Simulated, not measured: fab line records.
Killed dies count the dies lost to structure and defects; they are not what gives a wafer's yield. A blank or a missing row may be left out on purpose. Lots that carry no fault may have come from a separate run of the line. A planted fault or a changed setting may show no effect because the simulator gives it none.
Which tool was responsible? ; flow gf180mcu ; at 1 step of a route of 602, 13 lots with 39 wafers sampled

## WHAT THE GAUGES READ, wafer by wafer
GF_M4_OVL_MEAS_15.
lot;measured;on;M4_OVL (nm)
L860;day 23 03:49;overlay-02;-9 6 -3
L861;day 23 18:34;overlay-01;5 0 2
L862;day 24 04:07;overlay-01;-7 -4 -8
L863;day 24 08:29;overlay-01;1 -1 5
L866;day 25 09:20;overlay-02;-1 -7 -7
L873;day 27 19:40;overlay-01;0 2 4
L874;day 28 05:41;overlay-02;-6 -8 5
L875;day 28 12:00;overlay-01;2 1 -3
L876;day 28 16:04;overlay-02;9 2 6
L878;day 29 05:13;overlay-01;2 -2 -2
L880;day 29 16:49;overlay-02;-6 -1 -2
L882;day 30 08:56;overlay-01;-2 -4 -2
L883;day 30 14:32;overlay-01;-6 2 -10

## WHAT TOOL EACH LOT RAN ON (gives the tool, then ch and the chambers of the sampled wafers, and finally the start)
No process step before these readings appears in the record.

## WHAT THE TOOLS THEMSELVES READ (means of the sampled wafers that have a number; where no wafer has one, the mark that the record gives instead)
The record holds no such reading with a usual standard deviation.

## THE ANSWER, worked out from the rows above alone
Rule: the usual values come from the lots themselves. Put in order of their means at a reading, lots are off if they are a third of the lots or fewer, leave a main group of 4 or more, and stand apart from it by a gap of 3 or more times the standard deviation of the main group's means; of several such gaps the widest counts. The tables above print the reading to a certain number of digits; a main group whose means all agree to those digits is not used. A lot without any number at a reading at which 4 lots or more have one is off too. All remaining lots with rows at the step are treated as sound. After the gauges, taken in route order, come the tools' own readings; for these a lot's mean is taken, as printed above. The first step at which some lot is off is used, and at that step the reading that is off furthest; a lot without a number counts as furthest.
No lot is off at any reading shown: from this, nothing can be told.

## WHAT THE SIMULATOR HAD INSERTED
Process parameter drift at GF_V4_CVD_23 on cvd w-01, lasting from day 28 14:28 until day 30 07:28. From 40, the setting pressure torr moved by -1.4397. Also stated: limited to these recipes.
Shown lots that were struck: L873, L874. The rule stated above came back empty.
